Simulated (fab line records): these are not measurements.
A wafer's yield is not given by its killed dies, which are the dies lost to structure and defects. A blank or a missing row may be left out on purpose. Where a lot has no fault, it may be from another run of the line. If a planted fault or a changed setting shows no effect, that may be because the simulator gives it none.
fab line records	flow sky130
record lots=14	wafers=42	lastDay=50
route steps=708 shown CONTACT@419 PAD_OPEN@708
lots untouched by any fault: they come from a run of this same line in which no faults occurred
startH: start of the lot's first displayed wafer, in hours after the record's first day	waitH: time in hours since the lot's previous step	" unchanged from the row above	L1.1+2: one row covering several wafers at once	- no value present, or no start provided	* or withheld: withheld	< > ~ a bound
route shown NAME@n: NAME is a module with steps in the file, n the number in the route of the first one	usual: mean/standard deviation of fault-free wafers	same: alike in all rows	chamber/n: place in a boat	sites: the reading at each site	_std_site: their standard deviation	_edge_site: inner sites' mean taken away from outer sites' mean	radiusMm: how far each site lies from the wafer's centre	mask NAME#n: copy n	behind: the tool/chamber that last shaped the wafer	hold: what put the lot on hold/how long, in hours/how the hold closed	device: transistor that didn't switch, given as n, p or np	end of line: at the end of the route, the tests of the same wafers	step lacking rows: just its recipe	killed: dies lost to structure and defects at the first sort, not the wafer's yield	map: a wafer's dies, x killed, . not, _ none there
set.NAME: the setting as run; set.NAME@STEP: as run at that earlier step	model.NAME: the simulator's own value behind a step, which no gauge read
steps of the route over a sample of lots; a table a step, a row a wafer
services: when a tool's chamber went out of use (startH, in hours from the record's first day, below 0 if earlier), for how many hours, and the reason
## steps
# step SKY_CONTACT_DEVELOP_13
# recipe developTimeS=60	resist=KrF-thick	devTempC=21
# usual chillPlateTempC=22.98/0.097	developerTempC=20.98/0.11
# same developTimeS=60
lot.wafer	tool	chamber	startH	waitH	chillPlateTempC	developerTempC
L199.1	lithoTrack-04	0	749	-	22.91	20.85
L199.3	"	0	"	"	22.89	21.01
L199.5	"	0	"	"	22.94	20.77
L198.3	lithoTrack-01	0	755	-	23.06	21.10
L198.4	"	0	"	"	23.23	21.10
L198.5	"	0	"	"	23.01	21.06
L201.1	lithoTrack-03	0	762	-	22.86	21.09
L201.5	"	0	763	-	23.05	21.09
L201.6	"	0	"	"	22.87	21.05
L200.1	lithoTrack-04	0	768	-	23.03	21.06
L200.4	"	0	"	"	22.88	20.98
L200.5	"	0	"	"	22.96	21.04
L202.2	lithoTrack-01	0	779	-	23.11	20.98
L202.3	"	0	"	"	23.07	20.99
L202.4	"	0	"	"	23.05	20.93
L207.1	lithoTrack-04	0	818	-	23.12	20.88
L207.4	"	0	"	"	23.14	20.96
L207.5	"	0	"	"	23.12	20.97
L208.4	lithoTrack-01	0	820	-	22.96	21.62
L208.5	"	0	"	"	22.99	21.51
L208.6	"	0	"	"	22.97	21.64
L210.1	lithoTrack-01	0	823	-	23.06	21.48
L210.3	"	0	"	"	23.08	21.61
L210.6	"	0	"	"	23.07	21.72
L213.1	lithoTrack-04	0	862	-	23.01	20.90
L213.3	"	0	"	"	23.09	20.72
L213.5	"	0	"	"	23.12	20.84
L216.1	lithoTrack-03	0	878	-	22.99	20.95
L216.2	"	0	"	"	23.03	21.07
L216.6	"	0	"	"	22.89	21.02
L217.3	lithoTrack-03	0	878	-	23.06	20.72
L217.4	"	0	"	"	22.92	20.90
L217.6	"	0	"	"	23.07	20.81
L219.1	lithoTrack-04	0	892	-	22.87	21.07
L219.4	"	0	"	"	23.00	21.15
L219.6	"	0	"	"	22.84	20.97
L218.1	lithoTrack-01	0	895	-	23.10	21.10
L218.2	"	0	"	"	23.04	21.09
L218.3	"	0	"	"	23.01	20.99
L220.2	lithoTrack-03	0	908	-	22.87	20.93
L220.5	"	0	"	"	22.95	21.05
L220.6	"	0	"	"	23.02	21.04
# step SKY_CONTACT_CD_MEAS_14
# recipe targetCdNm=170
# usual cdNm=169.9/1.5
lot.wafer	tool	chamber	startH	waitH	cdNm
L199.1	cdSem-01	-	749.29	-	169.3
L199.3	"	-	"	"	169.1
L199.5	"	-	"	"	167.9
L198.3	cdSem-02	-	755.38	-	169.4
L198.4	"	-	"	"	169.8
L198.5	"	-	"	"	169.1
L201.1	cdSem-01	-	763.09	-	172.2
L201.5	"	-	"	"	172.2
L201.6	"	-	"	"	171.8
L200.1	cdSem-01	-	768.75	-	168.0
L200.4	"	-	"	"	169.3
L200.5	"	-	"	"	169.3
L202.2	cdSem-01	-	779.16	-	168.9
L202.3	"	-	"	"	169.1
L202.4	"	-	"	"	169.4
L207.1	cdSem-01	-	818.24	-	170.4
L207.4	"	-	"	"	170.6
L207.5	"	-	"	"	169.5
L208.4	cdSem-02	-	820.25	-	170.6
L208.5	"	-	"	"	171.0
L208.6	"	-	"	"	170.3
L210.1	cdSem-01	-	823.24	-	171.0
L210.3	"	-	"	"	172.4
L210.6	"	-	"	"	170.7
L213.1	cdSem-02	-	862.36	-	171.1
L213.3	"	-	"	"	170.9
L213.5	"	-	"	"	169.1
L216.1	cdSem-02	-	878.39	-	172.1
L216.2	"	-	"	"	171.0
L216.6	"	-	"	"	170.8
L217.3	cdSem-02	-	878.78	-	171.5
L217.4	"	-	"	"	173.1
L217.6	"	-	"	"	171.9
L219.1	cdSem-01	-	892.84	-	168.9
L219.4	"	-	"	"	168.5
L219.6	"	-	"	"	168.8
L218.1	cdSem-02	-	895.19	-	169.5
L218.2	"	-	"	"	169.6
L218.3	"	-	"	"	168.1
L220.2	cdSem-02	-	908.71	-	171.3
L220.5	"	-	"	"	172.2
L220.6	"	-	"	"	170.8
# step SKY_CONTACT_SPUTTER_23
# recipe material=TiN	targetThkNm=20	chamberPressurePa=5	powerW=4000	timeS=80
# usual throttleValvePct=29.8/1.3
# same timeS=80
lot.wafer	tool	chamber	startH	waitH	throttleValvePct
L199.1	pvdSputter-02	-	750.25	0.0	29.6
L199.3	"	-	"	"	29.6
L199.5	"	-	"	"	27.6
L198.3	pvdSputter-03	-	756.26	0.0	32.7
L198.4	"	-	"	"	32.3
L198.5	"	-	"	"	32.8
L201.1	pvdSputter-02	-	764.00	0.0	27.9
L201.5	"	-	"	"	29.3
L201.6	"	-	"	"	29.4
L200.1	pvdSputter-03	-	769.64	0.0	30.4
L200.4	"	-	"	"	32.7
L200.5	"	-	"	"	32.8
L202.2	pvdSputter-04	-	780.02	0.0	28.9
L202.3	"	-	"	"	30.6
L202.4	"	-	"	"	29.5
L207.1	pvdSputter-02	-	819.16	0.0	27.8
L207.4	"	-	"	"	29.6
L207.5	"	-	"	"	29.6
L208.4	pvdSputter-03	-	821.11	0.0	32.2
L208.5	"	-	"	"	32.2
L208.6	"	-	"	"	29.2
L210.1	pvdSputter-03	-	824.12	0.0	33.1
L210.3	"	-	"	"	32.3
L210.6	"	-	"	"	33.0
L213.1	pvdSputter-02	-	863.24	0.0	29.6
L213.3	"	-	"	"	27.7
L213.5	"	-	"	"	27.9
L216.1	pvdSputter-02	-	879.32	0.0	27.8
L216.2	"	-	"	"	29.4
L216.6	"	-	"	"	29.3
L217.3	pvdSputter-03	-	879.63	0.0	29.5
L217.4	"	-	"	"	32.1
L217.6	"	-	"	"	29.4
L219.1	pvdSputter-04	-	893.72	0.0	30.1
L219.4	"	-	"	"	29.8
L219.6	"	-	"	"	28.7
L218.1	pvdSputter-02	-	896.10	0.0	29.5
L218.2	"	-	"	"	27.9
L218.3	"	-	"	"	29.6
L220.2	pvdSputter-04	-	909.57	0.0	30.5
L220.5	"	-	"	"	28.8
L220.6	"	-	"	"	29.8
# step SKY_CONTACT_RS_MEAS_25
# recipe thkMeasGauge=four-point-probe	reads=W_of_CONTACT_CVD_24+TiN_of_CONTACT_SPUTTER_23
# usual CONTACT_W_RS=0.3373/0.0025
lot.wafer	tool	chamber	startH	waitH	CONTACT_W_RS[ohm/sq]
L199.1	filmMetro-01	-	750.42	0.1	0.3388
L199.3	"	-	"	"	0.3382
L199.5	"	-	"	"	0.3387
L198.3	filmMetro-01	-	756.47	0.1	0.3387
L198.4	"	-	"	"	0.3343
L198.5	"	-	"	"	0.3358
L201.1	filmMetro-01	-	764.17	0.1	0.3376
L201.5	"	-	"	"	0.3394
L201.6	"	-	"	"	0.3383
L200.1	filmMetro-04	-	769.81	0.1	0.3410
L200.4	"	-	"	"	0.3333
L200.5	"	-	"	"	0.3393
L202.2	filmMetro-01	-	780.21	0.1	0.3385
L202.3	"	-	"	"	0.3387
L202.4	"	-	"	"	0.3398
L207.1	filmMetro-01	-	819.34	0.1	0.3345
L207.4	"	-	"	"	0.3352
L207.5	"	-	"	"	0.3336
L208.4	filmMetro-04	-	821.34	0.1	0.3306
L208.5	"	-	"	"	0.3385
L208.6	"	-	"	"	0.3362
L210.1	filmMetro-01	-	824.29	0.1	0.3372
L210.3	"	-	"	"	0.3343
L210.6	"	-	"	"	0.3301
L213.1	filmMetro-01	-	863.41	0.1	0.3362
L213.3	"	-	"	"	0.3371
L213.5	"	-	"	"	0.3343
L216.1	filmMetro-01	-	879.49	0.1	0.3309
L216.2	"	-	"	"	0.3371
L216.6	"	-	"	"	0.3366
L217.3	filmMetro-03	-	879.84	0.1	0.3348
L217.4	"	-	"	"	0.3392
L217.6	"	-	"	"	0.3368
L219.1	filmMetro-01	-	893.89	0.1	0.3381
L219.4	"	-	"	"	0.3382
L219.6	"	-	"	"	0.3384
L218.1	filmMetro-01	-	896.27	0.1	0.3396
L218.2	"	-	"	"	0.3368
L218.3	"	-	"	"	0.3391
L220.2	filmMetro-01	-	909.76	0.1	0.3373
L220.5	"	-	"	"	0.3356
L220.6	"	-	"	"	0.3331
# step SKY_PAD_OPEN_PROBE_99
# usual killed_at_M0_to_M3=44/6.5	killed_at_M4_up=3.3/1.9	killedAtContacts=23/4.7	killedAtFrontEnd=15/4.5	killedAtOther=0.2/0.52	killedDies=86/8.9	killedOpen=47/6.8	killedShort=39/6.1
# same grossDies=492	killedAtBackSide=0
lot.wafer	tool	chamber	startH	waitH	killed_at_M0_to_M3	killed_at_M4_up	killedAtContacts	killedAtFrontEnd	killedAtOther	killedDies	killedOpen	killedShort
L199.1	prober-02	-	1079.71	0.1	57	1	25	20	0	103	63	40
L199.3	prober-02	-	1079.81	0.2	49	2	19	10	1	81	48	33
L199.5	prober-02	-	1079.91	0.2	46	3	25	19	1	94	59	35
L198.3	prober-01	-	1084.90	0.2	38	5	21	10	0	74	38	36
L198.4	prober-01	-	1084.95	0.2	47	3	26	16	0	92	51	41
L198.5	prober-01	-	1085.00	0.2	49	3	20	13	0	85	56	29
L201.1	prober-02	-	1090.51	0.1	35	4	24	24	0	87	44	43
L201.5	prober-02	-	1090.71	0.2	44	9	19	13	0	85	46	39
L201.6	prober-02	-	1090.76	0.2	47	3	28	18	0	96	43	53
L200.1	prober-01	-	1097.16	0.1	43	4	23	20	0	90	40	50
L200.4	prober-01	-	1097.31	0.2	38	2	16	16	0	72	33	39
L200.5	prober-01	-	1097.36	0.2	49	3	31	15	0	98	51	47
L202.2	prober-01	-	1106.96	0.1	54	3	18	17	0	92	51	41
L202.3	prober-01	-	1107.01	0.2	40	8	26	16	0	90	45	45
L202.4	prober-01	-	1107.06	0.2	49	1	31	18	0	99	53	46
L207.1	prober-01	-	1134.80	0.1	52	4	17	17	0	90	49	41
L207.4	prober-01	-	1134.95	0.2	30	8	24	13	0	75	35	40
L207.5	prober-01	-	1135.00	0.2	46	3	32	14	0	95	50	45
L208.4	prober-02	-	1136.46	0.2	31	3	18	20	0	72	39	33
L208.5	prober-02	-	1136.51	0.2	38	0	19	10	0	67	30	37
L208.6	prober-02	-	1136.56	0.2	40	1	27	13	1	82	40	42
L210.1	prober-02	-	1139.14	0.1	40	2	37	15	0	94	60	34
L210.3	prober-02	-	1139.24	0.2	49	4	18	17	0	88	42	46
L210.6	prober-02	-	1139.39	0.2	39	2	25	10	0	76	39	37
L213.1	prober-02	-	1165.43	0.1	47	3	23	17	0	90	46	44
L213.3	prober-02	-	1165.53	0.2	41	4	23	17	0	85	51	34
L213.5	prober-02	-	1165.63	0.2	43	3	29	17	0	92	54	38
L216.1	prober-01	-	1180.37	0.1	44	0	27	21	0	92	50	42
L216.2	prober-01	-	1180.42	0.1	47	3	20	10	1	81	53	28
L216.6	prober-01	-	1180.62	0.2	61	5	28	15	1	110	70	40
L217.3	prober-02	-	1180.56	0.2	40	6	24	10	0	80	40	40
L217.4	prober-02	-	1180.61	0.2	37	6	25	11	0	79	39	40
L217.6	prober-02	-	1180.71	0.2	33	2	22	12	0	69	36	33
L219.1	prober-02	-	1185.71	0.1	44	1	19	15	0	79	40	39
L219.4	prober-02	-	1185.86	0.2	44	3	25	10	1	83	49	34
L219.6	prober-02	-	1185.96	0.2	49	2	28	8	0	87	41	46
L218.1	prober-01	-	1186.41	0.1	41	0	26	12	0	79	39	40
L218.2	prober-01	-	1186.46	0.1	45	4	26	14	1	90	49	41
L218.3	prober-01	-	1186.51	0.2	46	3	18	16	0	83	45	38
L220.2	prober-01	-	1197.51	0.1	44	4	25	11	0	84	48	36
L220.5	prober-01	-	1197.66	0.2	39	5	25	10	0	79	42	37
L220.6	prober-01	-	1197.71	0.2	38	5	23	10	2	78	45	33
# killed by level:class
L199.1 VIA1:geometricParticle:open=16 CONTACT:geometricParticle:open=12 FIELD_ISO:geometricParticle:open=7 METAL1:geometricParticle:short=7 VIA2:geometricParticle:open=7 LI_CONTACT:geometricParticle:open=6 POLY_GATE:geometricParticle:short=5 METAL3:geometricParticle:short=5
L199.3 VIA1:geometricParticle:open=12 VIA2:geometricParticle:open=10 CONTACT:geometricParticle:open=5 VIA1:geometricParticle:short=5 VIA2:geometricParticle:short=5 FIELD_ISO:geometricParticle:open=4 POLY_GATE:geometricParticle:short=4 LI_CONTACT:geometricParticle:open=4
L199.5 LI_CONTACT:geometricParticle:open=11 VIA1:geometricParticle:open=10 VIA3:geometricParticle:open=8 FIELD_ISO:geometricParticle:open=7 VIA2:geometricParticle:open=7 METAL1:geometricParticle:short=6 CONTACT:geometricParticle:short=5 VIA1:geometricParticle:short=5
L198.3 VIA1:geometricParticle:open=11 VIA2:geometricParticle:open=6 CONTACT:geometricParticle:open=6 LI_CONTACT:geometricParticle:open=5 VIA3:geometricParticle:open=5 CONTACT:geometricParticle:short=5 METAL4:geometricParticle:short=5 POLY_GATE:geometricParticle:short=4
L198.4 VIA1:geometricParticle:open=13 CONTACT:geometricParticle:open=10 LI_CONTACT:geometricParticle:open=8 METAL1:geometricParticle:short=7 VIA2:geometricParticle:open=6 VIA3:geometricParticle:short=5 FIELD_ISO:geometricParticle:short=4 METAL3:geometricParticle:short=4
L198.5 VIA1:geometricParticle:open=16 LI_CONTACT:geometricParticle:open=8 VIA3:geometricParticle:open=7 METAL1:geometricParticle:short=6 VIA2:geometricParticle:open=6 FIELD_ISO:geometricParticle:open=5 CONTACT:geometricParticle:open=5 FIELD_ISO:geometricParticle:short=4
L201.1 VIA2:geometricParticle:open=10 VIA1:geometricParticle:open=8 POLY_GATE:geometricParticle:short=7 CONTACT:geometricParticle:open=7 FIELD_ISO:geometricParticle:short=5 METAL2:geometricParticle:short=5 LI_CONTACT:geometricParticle:open=5 CONTACT:geometricParticle:short=5
L201.5 VIA1:geometricParticle:open=11 CONTACT:geometricParticle:open=6 LOCAL_INTERCONNECT:geometricParticle:short=6 METAL4:geometricParticle:short=6 METAL2:geometricParticle:short=5 VIA2:geometricParticle:open=5 FIELD_ISO:geometricParticle:open=4 VIA2:geometricParticle:short=4
L201.6 METAL1:geometricParticle:short=11 CONTACT:geometricParticle:open=8 FIELD_ISO:geometricParticle:short=7 LI_CONTACT:geometricParticle:open=7 LOCAL_INTERCONNECT:geometricParticle:short=6 VIA1:geometricParticle:open=6 VIA2:geometricParticle:open=6 METAL3:geometricParticle:short=5
L200.1 VIA1:geometricParticle:short=10 CONTACT:geometricParticle:open=9 VIA1:geometricParticle:open=7 POLY_GATE:geometricParticle:short=6 METAL2:geometricParticle:short=5 VIA2:geometricParticle:open=5 LI_CONTACT:geometricParticle:short=4 POLY_GATE:geometricParticle:open=4
L200.4 VIA1:geometricParticle:open=10 FIELD_ISO:geometricParticle:short=7 CONTACT:geometricParticle:short=6 CONTACT:geometricParticle:open=6 METAL1:geometricParticle:short=5 VIA3:geometricParticle:short=4 FIELD_ISO:geometricParticle:open=3 VIA1:geometricParticle:short=3
L200.5 CONTACT:geometricParticle:open=14 VIA1:geometricParticle:open=12 LOCAL_INTERCONNECT:geometricParticle:short=9 VIA3:geometricParticle:open=9 VIA1:geometricParticle:short=6 METAL2:geometricParticle:short=5 VIA3:geometricParticle:short=5 FIELD_ISO:geometricParticle:open=4
L202.2 CONTACT:geometricParticle:open=11 VIA1:geometricParticle:open=10 VIA2:geometricParticle:open=9 VIA3:geometricParticle:open=8 METAL2:geometricParticle:short=8 FIELD_ISO:geometricParticle:open=6 METAL1:geometricParticle:short=6 VIA1:geometricParticle:short=6
L202.3 VIA1:geometricParticle:open=10 CONTACT:geometricParticle:short=9 LI_CONTACT:geometricParticle:open=8 VIA1:geometricParticle:short=6 VIA2:geometricParticle:open=5 METAL4:geometricParticle:open=5 FIELD_ISO:geometricParticle:open=4 FIELD_ISO:geometricParticle:short=4
L202.4 VIA1:geometricParticle:open=13 CONTACT:geometricParticle:open=12 METAL2:geometricParticle:short=12 LI_CONTACT:geometricParticle:open=8 VIA3:geometricParticle:short=6 FIELD_ISO:geometricParticle:open=5 FIELD_ISO:geometricParticle:short=4 VIA3:geometricParticle:open=4
L207.1 VIA2:geometricParticle:open=11 VIA1:geometricParticle:open=9 LI_CONTACT:geometricParticle:open=8 METAL2:geometricParticle:short=7 METAL3:geometricParticle:short=6 CONTACT:geometricParticle:open=5 FIELD_ISO:geometricParticle:short=4 FIELD_ISO:geometricParticle:open=4
L207.4 VIA1:geometricParticle:open=10 CONTACT:geometricParticle:open=8 LOCAL_INTERCONNECT:geometricParticle:short=7 METAL4:geometricParticle:short=7 VIA2:geometricParticle:short=4 LI_CONTACT:geometricParticle:open=3 CONTACT:geometricParticle:short=3 VIA2:geometricParticle:open=3
L207.5 VIA1:geometricParticle:open=12 CONTACT:geometricParticle:open=10 CONTACT:geometricParticle:short=9 LOCAL_INTERCONNECT:geometricParticle:short=8 VIA1:geometricParticle:short=7 VIA2:geometricParticle:open=7 VIA3:geometricParticle:open=6 POLY_GATE:geometricParticle:short=5
L208.4 VIA2:geometricParticle:open=8 VIA1:geometricParticle:open=7 POLY_GATE:geometricParticle:open=6 CONTACT:geometricParticle:open=6 LI_CONTACT:geometricParticle:open=6 POLY_GATE:geometricParticle:short=4 METAL2:geometricParticle:short=4 VIA1:geometricParticle:short=4
L208.5 VIA1:geometricParticle:open=8 VIA3:geometricParticle:open=6 LOCAL_INTERCONNECT:geometricParticle:short=5 CONTACT:geometricParticle:open=5 METAL1:geometricParticle:short=5 FIELD_ISO:geometricParticle:short=4 LI_CONTACT:geometricParticle:open=4 CONTACT:geometricParticle:short=4
L208.6 CONTACT:geometricParticle:open=8 LI_CONTACT:geometricParticle:open=7 CONTACT:geometricParticle:short=6 VIA2:geometricParticle:short=6 FIELD_ISO:geometricParticle:open=5 VIA1:geometricParticle:open=5 METAL1:geometricParticle:short=5 METAL2:geometricParticle:short=5
L210.1 CONTACT:geometricParticle:open=18 LI_CONTACT:geometricParticle:open=9 VIA1:geometricParticle:open=9 VIA3:geometricParticle:open=8 LOCAL_INTERCONNECT:geometricParticle:short=7 VIA1:geometricParticle:short=7 POLY_GATE:geometricParticle:short=4 POLY_GATE:geometricParticle:open=4
L210.3 VIA1:geometricParticle:open=11 METAL2:geometricParticle:short=11 CONTACT:geometricParticle:open=7 VIA3:geometricParticle:short=7 FIELD_ISO:geometricParticle:short=5 LI_CONTACT:geometricParticle:open=5 POLY_GATE:geometricParticle:short=4 METAL3:geometricParticle:short=4
L210.6 CONTACT:geometricParticle:short=8 VIA1:geometricParticle:open=8 METAL1:geometricParticle:short=7 VIA2:geometricParticle:open=7 CONTACT:geometricParticle:open=6 LOCAL_INTERCONNECT:geometricParticle:short=5 METAL2:geometricParticle:short=5 VIA1:geometricParticle:short=4
L213.1 VIA2:geometricParticle:open=8 VIA3:geometricParticle:open=8 VIA1:geometricParticle:open=7 FIELD_ISO:geometricParticle:open=6 CONTACT:geometricParticle:open=6 CONTACT:geometricParticle:short=6 VIA3:geometricParticle:short=6 POLY_GATE:geometricParticle:short=4
L213.3 VIA3:geometricParticle:open=13 VIA1:geometricParticle:open=10 CONTACT:geometricParticle:short=8 CONTACT:geometricParticle:open=7 LI_CONTACT:geometricParticle:open=6 FIELD_ISO:geometricParticle:short=5 METAL2:geometricParticle:short=5 FIELD_ISO:geometricParticle:open=4
L213.5 VIA1:geometricParticle:open=13 CONTACT:geometricParticle:open=12 CONTACT:geometricParticle:short=7 VIA3:geometricParticle:open=7 FIELD_ISO:geometricParticle:open=6 METAL1:geometricParticle:short=5 LI_CONTACT:geometricParticle:open=5 VIA2:geometricParticle:open=5
L216.1 VIA1:geometricParticle:open=12 LI_CONTACT:geometricParticle:open=8 FIELD_ISO:geometricParticle:short=7 CONTACT:geometricParticle:open=7 CONTACT:geometricParticle:short=7 VIA2:geometricParticle:open=6 POLY_GATE:geometricParticle:short=5 VIA1:geometricParticle:short=5
L216.2 VIA1:geometricParticle:open=15 VIA3:geometricParticle:open=9 CONTACT:geometricParticle:open=7 VIA2:geometricParticle:open=7 FIELD_ISO:geometricParticle:open=5 LI_CONTACT:geometricParticle:open=5 LOCAL_INTERCONNECT:geometricParticle:short=4 METAL2:geometricParticle:short=4
L217.3 CONTACT:geometricParticle:open=12 VIA1:geometricParticle:open=8 CONTACT:geometricParticle:short=6 METAL1:geometricParticle:short=5 METAL2:geometricParticle:short=5 FIELD_ISO:geometricParticle:short=4 LI_CONTACT:geometricParticle:open=4 VIA1:geometricParticle:short=4
L217.4 VIA1:geometricParticle:open=9 CONTACT:geometricParticle:open=7 VIA3:geometricParticle:open=7 LI_CONTACT:geometricParticle:open=6 FIELD_ISO:geometricParticle:short=5 LI_CONTACT:geometricParticle:short=5 METAL4:geometricParticle:short=4 CONTACT:geometricParticle:short=4
L216.6 VIA1:geometricParticle:open=19 CONTACT:geometricParticle:open=12 VIA3:geometricParticle:open=10 FIELD_ISO:geometricParticle:open=7 LI_CONTACT:geometricParticle:open=6 VIA2:geometricParticle:open=6 LI_CONTACT:geometricParticle:short=5 METAL1:geometricParticle:short=5
L217.6 LI_CONTACT:geometricParticle:open=12 METAL1:geometricParticle:short=7 VIA1:geometricParticle:open=6 POLY_GATE:geometricParticle:short=5 CONTACT:geometricParticle:open=5 VIA2:geometricParticle:open=5 METAL2:geometricParticle:short=4 LOCAL_INTERCONNECT:geometricParticle:short=3
L219.1 VIA1:geometricParticle:open=8 CONTACT:geometricParticle:open=8 METAL1:geometricParticle:short=8 FIELD_ISO:geometricParticle:open=6 METAL2:geometricParticle:short=6 VIA3:geometricParticle:open=6 VIA1:geometricParticle:short=5 FIELD_ISO:geometricParticle:short=4
L219.4 VIA1:geometricParticle:open=10 VIA2:geometricParticle:open=9 CONTACT:geometricParticle:open=7 LOCAL_INTERCONNECT:geometricParticle:short=6 VIA3:geometricParticle:open=6 LI_CONTACT:geometricParticle:open=5 POLY_GATE:geometricParticle:open=4 METAL1:geometricParticle:short=4
L219.6 VIA1:geometricParticle:open=14 VIA2:geometricParticle:open=9 LOCAL_INTERCONNECT:geometricParticle:short=8 CONTACT:geometricParticle:short=8 METAL2:geometricParticle:short=6 METAL1:geometricParticle:short=6 LI_CONTACT:geometricParticle:open=5 VIA1:geometricParticle:short=5
L218.1 CONTACT:geometricParticle:open=10 VIA3:geometricParticle:open=9 VIA1:geometricParticle:open=7 METAL2:geometricParticle:short=6 FIELD_ISO:geometricParticle:short=5 LI_CONTACT:geometricParticle:open=5 LI_CONTACT:geometricParticle:short=5 VIA2:geometricParticle:open=5
L218.2 VIA1:geometricParticle:open=14 CONTACT:geometricParticle:open=10 POLY_GATE:geometricParticle:short=7 LI_CONTACT:geometricParticle:open=7 VIA2:geometricParticle:open=6 METAL2:geometricParticle:short=5 VIA3:geometricParticle:open=5 VIA2:geometricParticle:short=4
L218.3 VIA1:geometricParticle:open=9 VIA3:geometricParticle:open=9 METAL1:geometricParticle:short=7 FIELD_ISO:geometricParticle:open=5 CONTACT:geometricParticle:open=5 VIA2:geometricParticle:open=5 POLY_GATE:geometricParticle:short=4 CONTACT:geometricParticle:short=4
L220.2 VIA1:geometricParticle:open=10 VIA3:geometricParticle:open=7 LI_CONTACT:geometricParticle:open=6 LOCAL_INTERCONNECT:geometricParticle:short=6 CONTACT:geometricParticle:open=6 VIA2:geometricParticle:open=6 POLY_GATE:geometricParticle:open=5 METAL2:geometricParticle:short=5
L220.5 VIA1:geometricParticle:open=9 LI_CONTACT:geometricParticle:open=7 VIA2:geometricParticle:open=7 CONTACT:geometricParticle:open=6 CONTACT:geometricParticle:short=6 VIA1:geometricParticle:short=6 METAL2:geometricParticle:short=4 LI_CONTACT:geometricParticle:short=3
L220.6 CONTACT:geometricParticle:open=10 VIA3:geometricParticle:open=7 VIA1:geometricParticle:open=6 VIA1:geometricParticle:short=6 LI_CONTACT:geometricParticle:open=4 LOCAL_INTERCONNECT:geometricParticle:short=4 POLY_GATE:geometricParticle:open=3 CONTACT:geometricParticle:short=3
## services
tool	chamber	startH	hours	kind
pvdSputter-02	-	746.48	1.5	repair
pvdSputter-03	-	776.29	1.1	repair
pvdSputter-03	-	801.65	2.0	repair
pvdSputter-04	-	817.15	10.1	repair
pvdSputter-02	-	876.05	0.7	repair
## key
firstSign step=SKY_CONTACT_DEVELOP_13	reading=developerTempC	direction=up	sigmas=5.8	usual=*	struck=*
effect none on later readings
metAt SKY_CONTACT_DEVELOP_13
struckLots L208,L210
testerLeftOut L208,L210
notActingAt SKY_CONTACT_CD_MEAS_14,SKY_CONTACT_SPUTTER_23,SKY_CONTACT_RS_MEAS_25
onsetBetween 779 820
fault kind=processParameterDrift	tool=lithoTrack-01	chamber=-	onsetH=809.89	steps=SKY_CONTACT_DEVELOP_13	channel=devTempC	offset=*	shape=step	endH=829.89	actsIn=*	stated=*
# testerLeftOut: of these lots the tester's yield and bins aren't shown, on N5 and GAA mostly nor the transistor test; their killed dies are dies lost to structure and defects alone, not to doping, threshold or leakage, so they don't give the yield
